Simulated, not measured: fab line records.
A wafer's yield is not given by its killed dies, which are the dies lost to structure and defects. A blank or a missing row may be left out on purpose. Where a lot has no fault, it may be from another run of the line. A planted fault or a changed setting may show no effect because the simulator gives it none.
8D (eight disciplines) problem report, filled in by code    flow sky130    the parts of the form that need people (team, actions taken, sign-off) are left out

## 1. PROBLEM STATEMENT
oes-product-au at SKY_FIELD_ISO_ETCH_17 reads a mean of 0.896 a.u. on 3 wafers of 3 lots; wafers without a fault read 0.998 a.u. with a standard deviation of 0.011. That is -9.3 standard deviations from the usual mean.
The step: etches Si in HBr/Cl2/O2, target depth 342 nm, time 97.7 s.
The first sign was on wafer L460.5 at day 5 00:14, on rie-si-01. Wafers with a number at this step in the record: 20, from 7 lots. The rule behind "out" and "out of limits": a value lying over 4 standard deviations away from the usual mean. The other wafers with a number count as sound.

## 2. WHAT IT IS AND WHAT IT IS NOT
question                     is                                  is not
which readings at this step  oes-product-au, throttle-valve-pct  drypump-motor-current-A
which lots                   L460, L461, L462                    L452, L455, L457, L470
which wafers of those lots   L460.5, L461.5, L462.6              L460.1, L461.1, L461.3, L462.3, L462.4
read on which tools          rie-si-01                           rie-si-02
when                         from day 5 00:14                    up to then (10 sound wafers); but 7 sound wafers of L461, L462, L470 came after

## 3. WHAT RULES OUT EACH SUSPECT
Counting: if a tool at a process step up to the reading ran every lot that is out, it stays a suspect. Sound lots after the first of them don't rule it out here, since some wafers of a struck lot are sound.
- rie-si-01 at SKY_FIELD_ISO_ETCH_17 (etches Si in HBr/Cl2/O2, target depth 342 nm, time 97.7 s): kept. Every lot that is out went through it, the first being L460 (day 5 00:14); the last sound lot it ran before that was L455 (day 3 22:06). Its own readings are out on those wafers: oes-product-au, throttle-valve-pct.
The count leaves rie-si-01 at SKY_FIELD_ISO_ETCH_17.

## 4. THE CAUSE (what the simulator had put in)
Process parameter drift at SKY_FIELD_ISO_ETCH_17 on rie-si-01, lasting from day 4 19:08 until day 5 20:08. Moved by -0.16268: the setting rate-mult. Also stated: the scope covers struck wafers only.
Only this tool survived the counting.

## 5. SEQUENCE OF EFFECTS, ordered by route
One row per reading whose mean, taken over the struck wafers that have a number, lies over 3 standard deviations from the usual. Only readings whose record carries a usual standard deviation are examined. hours: median over the lots of the time between each lot's start at the first step of this table that gives one and its start at this step. sigmas: the change, counted in usual standard deviations.
hours  step                   reading             usual       on struck wafers  change  sigmas
0      SKY_FIELD_ISO_ETCH_17  oes-product-au      0.998 a.u.  0.896             -0.102  -9.3
0      SKY_FIELD_ISO_ETCH_17  throttle-valve-pct  25.658 %    25.724            +0.066  +5.5
Process steps it contains:
- SKY_FIELD_ISO_ETCH_17: etches Si in HBr/Cl2/O2, target depth 342 nm, time 97.7 s.
Later measuring or inspecting steps at which every struck wafer that the step has a row for has a number for every such reading, and none has moved that far: SKY_FIELD_ISO_THK_MEAS_23, SKY_FIELD_ISO_THK_MEAS_25.

## 6. HOW IT WOULD HAVE BEEN CAUGHT EARLIER
5 hours passed between the start of the fault at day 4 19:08 and the first reading out of limits in this record, taken at day 5 00:14.
